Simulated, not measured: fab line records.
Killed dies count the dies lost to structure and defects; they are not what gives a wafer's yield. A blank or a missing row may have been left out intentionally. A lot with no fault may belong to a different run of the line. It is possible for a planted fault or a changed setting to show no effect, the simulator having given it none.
A single fault, viewed from 2 desks + flow gf180mcu + what lay behind the numbers comes last; until then each desk has only its own

FROM THE METROLOGY DESK
What the gauges read, lot by lot, whatever tool the lot ran on: means of the sampled wafers that have a number. Any lot whose mean is over 4 standard deviations away from the usual mean is out of limits and marked OUT; that distance is given in the brackets.
Columns: A = cd_nm at GF_HV_LDD_CD_MEAS_46, usual 399.3 nm; B = HV_LDD_03_OVL at GF_HV_LDD_OVL_MEAS_47, usual -0.5 nm; C = NSD_OVL at GF_NSD_OVL_MEAS_08, usual 0.2 nm
| lot  | first seen here | A     | B    | C    |
|------|-----------------|-------|------|------|
| L674 | day 12 08:41    | 400.6 | -0.1 | 0.8  |
| L676 | day 13 03:07    | 400.6 | 2.5  | 2.1  |
| L677 | day 13 10:07    | 399.5 | -2.3 | 1.7  |
| L678 | day 13 22:41    | 399.2 | -2.2 | -0.0 |
| L679 | day 14 03:29    | 403.5 | 0.8  | 0.4  |
| L680 | day 14 09:59    | 396.8 | -0.5 | 1.1  |
| L684 | day 15 20:37    | 402.2 | -1.0 | -0.2 |
| L686 | day 16 12:49    | 398.6 | -1.7 | 0.7  |
| L692 | day 18 21:59    | 397.5 | -0.3 | -1.8 |
| L693 | day 19 07:07    | 400.0 | -1.1 | -0.5 |
| L694 | day 19 08:06    | 398.8 | -0.0 | -0.2 |
| L696 | day 20 00:17    | 399.1 | -0.8 | -2.2 |
| L697 | day 20 13:14    | 401.2 | -1.8 | -0.9 |
Result from this desk: across the 13 lots, nothing is out of limits.

DESK OF THE TOOL OWNER: litho_track-01
At GF_NSD_SOFTBAKE_03 (time 60 s), the tool's own readings, given per lot that ran on this tool as the mean of the sampled wafers with a number. Any lot whose mean is over 4 standard deviations away from the usual mean is out of limits and marked OUT; that distance is given in the brackets.
Columns: A = heater_power_total_W at GF_NSD_SOFTBAKE_03, usual 56.59 W; B = run_length_s at GF_NSD_SOFTBAKE_03, usual 89.18 s
| lot  | first seen here | A                | B                |
|------|-----------------|------------------|------------------|
| L680 | day 14 23:54    | 56.56            | 89.01            |
| L684 | day 16 12:16    | 56.56            | 89.13            |
| L686 | day 17 03:46    | 56.98 (+8.7) OUT | 88.09 (-5.2) OUT |
| L696 | day 20 15:16    | 56.62            | 89.04            |
This desk's finding: out of limits on L686; first on L686, day 17 03:46 (heater_power_total_W at GF_NSD_SOFTBAKE_03). In limits: L680, L684, L696.

BROUGHT TOGETHER
The tool owner's desk had the chance to raise an alarm at day 17 03:46 on L686.
At the metrology desk, nothing out of limits was observed.
The metrology desk has L686 on record, within its limits.
The lots listed all ran GF_NSD_SOFTBAKE_03 on litho_track-01.

WHAT THE SIMULATOR HAD PUT IN
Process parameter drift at GF_NSD_SOFTBAKE_03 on litho_track-01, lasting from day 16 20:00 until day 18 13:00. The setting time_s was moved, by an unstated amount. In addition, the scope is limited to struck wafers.
Struck lots among those shown: L686.
Hours from the fault's start to each desk's first reading out of limits: the tool owner's desk, 8.
